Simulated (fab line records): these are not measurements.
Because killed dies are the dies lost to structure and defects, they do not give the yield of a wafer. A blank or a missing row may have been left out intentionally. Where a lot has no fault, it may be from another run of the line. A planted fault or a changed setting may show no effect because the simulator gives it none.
A struck lot beside a sound one	flow sky130	24 steps out of a route of 708
Sound: wafers L113.3, L113.5, L113.6. Struck: wafers L117.1, L117.2, L117.5. At the end, the cause is stated.
At each step with rows: each side's tool, then ch and its chambers, then its first start. Under that, the readings that differ: sound wafers	struck wafers	difference of the means	sigmas: that difference in standard deviations of wafers without a fault.
alike: readings with means less than 2 such deviations apart, plus words and numbers identical on both sides. not compared: withheld readings, readings lacking a value on some wafer, bounds such as >300 that could conceal the same value, and numbers that have no deviation in the record and whose values overlap.
A row with sigmas, a row that says differs or no value, or rows on one side alone: a step with any of these is where the two part. Numbers that don't overlap but have no deviation are shown without sigmas and don't part them. A reading missing from all wafers of one side parts the sides only when that side holds two or more wafers.

SKY_VIA1_RS_MEAS_22: uses a four-point probe to measure.
  struck on filmMetro-03, day 38 11:21; sound on filmMetro-02, day 37 03:03
  alike: VIA1_W_RS
SKY_VIA1_THK_MEAS_23: measures by xrf.
  struck on filmMetro-03, day 38 11:28; sound on filmMetro-02, day 37 03:09
  alike: VIA1_W_THK
SKY_VIA1_CMP_24: polishes, stops on SiO2, t overpolish 15 s, target thk 0 nm.
  sound on cmp-01 ch 0,1,2, day 37 03:20; struck on cmp-02 ch 0,1,3, day 38 11:35
  alike: motorCurrentA, overpolishRunS, slurryFilterDpKPa, timeToEndpointS
SKY_METAL2_SPUTTER_00: material Ti, target thk 15 nm, time 10 s.
  struck on pvdSputter-04, day 38 11:50; sound on pvdSputter-04, day 37 03:29
  alike: throttleValvePct
then, 1 step without rows for these wafers: SKY_METAL2_SPUTTER_01 (material TiN, target thk 20 nm, time 16.7 s).
SKY_METAL2_SPUTTER_02: material AlCu, target thk 250 nm, time 13.3 s.
  struck on pvdSputter-04, day 38 11:53; sound on pvdSputter-04, day 37 03:32
  alike: throttleValvePct
then, 2 steps without rows for these wafers: SKY_METAL2_SPUTTER_03 (material Ti, target thk 5 nm, time 3.3 s); SKY_METAL2_SPUTTER_04 (material TiN, target thk 70 nm, time 58.3 s).
SKY_METAL2_RS_MEAS_05: uses a four-point probe to measure.
  struck on filmMetro-03, day 38 11:58; sound on filmMetro-03, day 37 03:40
  alike: METAL2_ALCU_RS
SKY_METAL2_THK_MEAS_06: measures by xrf.
  struck on filmMetro-03, day 38 12:05; sound on filmMetro-03, day 37 03:46
  alike: METAL2_ALCU_THK
then, 2 steps without rows for these wafers: SKY_METAL2_DEHYDRATE_07 (time 60 s); SKY_METAL2_HMDS_08 (prime time 60 s).
SKY_METAL2_COAT_09: resist thk 60 nm.
  sound on lithoTrack-03 ch 0, day 37 15:44; struck on lithoTrack-04 ch 0, day 39 00:01
reading	sound	struck	difference	sigmas
spinSpeedRpm (rpm)	2998.3 2995.6 2997.7	3105.4 3105.5 3106.4	+108.6	+54
then, 5 steps without rows for these wafers: SKY_METAL2_COAT_10 (resist thk 450 nm); SKY_METAL2_SOFTBAKE_11 (time 90 s); SKY_METAL2_EXPOSE_12 (exposes mask MM2, target cd 140 nm); SKY_METAL2_PEB_13; SKY_METAL2_DEVELOP_14 (develop time 60 s).
SKY_METAL2_CD_MEAS_15 targets a cd of 140 nm.
  struck on cdSem-01, day 39 12:58; sound on cdSem-02, day 38 05:14
  alike: cdNm
SKY_METAL2_OVL_MEAS_16:
  struck on overlay-02, day 39 13:05; sound on overlay-02, day 38 05:19
  alike: METAL2_OVL
SKY_METAL2_DESCUM_17: chemistry O2, time 8 s.
  sound on rieMetal-01 ch 0,1, day 38 05:22; struck on rieMetal-01 ch 0,1, day 39 13:08
  alike: drypumpMotorCurrentA, oesProductAu, tempC
  not compared: rfHoursCounterH
SKY_METAL2_ETCH_18: etches BARC in N2/H2, stops on SiO2, time 45.9 s, target depth 60 nm.
  sound on rieMetal-01 ch 0,1, day 38 05:24; struck on rieMetal-01 ch 0,1, day 39 13:10
reading	sound	struck	difference	sigmas
model.etch.depthNm (nm)	59.92 60.07 60.04	58.62 58.46 58.4	-1.52	
  alike: drypumpMotorCurrentA, oesProductAu, throttleValvePct
  not compared: rfHoursCounterH
SKY_METAL2_METAL_ETCH_19: etches the open film in Cl2/BCl3, stops on SiO2, target depth 360 nm, time 78 s.
  sound on rieMetal-01 ch 0,1, day 38 05:28; struck on rieMetal-01 ch 0,1, day 39 13:13
  alike: bcl3FlowSccm, drypumpMotorCurrentA, mfcCl2Sccm, oesProductAu, throttleValvePct
  not compared: rfHoursCounterH
-- the record jumps here: 10 days lie between the struck wafers' starts before and after (it left off in module METAL2 and takes up again in module PAD_OPEN, whose first step shown is number 708 of the route) --
SKY_PAD_OPEN_PROBE_99:
  struck on prober-02, day 49 02:08; sound on prober-02, day 48 02:00
  alike: defectLimitedYield, killed_at_M0_to_M3, killed_at_M4_up, killedAtContacts, killedAtFrontEnd, killedAtOther, killedDies, killedOpen, killedShort, sort_bin_3_pad_short, sort_bin_5_function, sort_bin_6_memory, sortNPass, sortYieldPct

== WHERE THEY PART ==
Within this record, at SKY_METAL2_COAT_09 only. Later steps at which nothing parts them and some readings are alike: SKY_METAL2_CD_MEAS_15, SKY_METAL2_OVL_MEAS_16, SKY_METAL2_DESCUM_17, SKY_METAL2_ETCH_18, SKY_METAL2_METAL_ETCH_19, SKY_PAD_OPEN_PROBE_99.

WHY: what had been put in by the simulator
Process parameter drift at SKY_METAL2_COAT_09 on lithoTrack-04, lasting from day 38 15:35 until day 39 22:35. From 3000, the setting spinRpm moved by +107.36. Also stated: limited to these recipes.
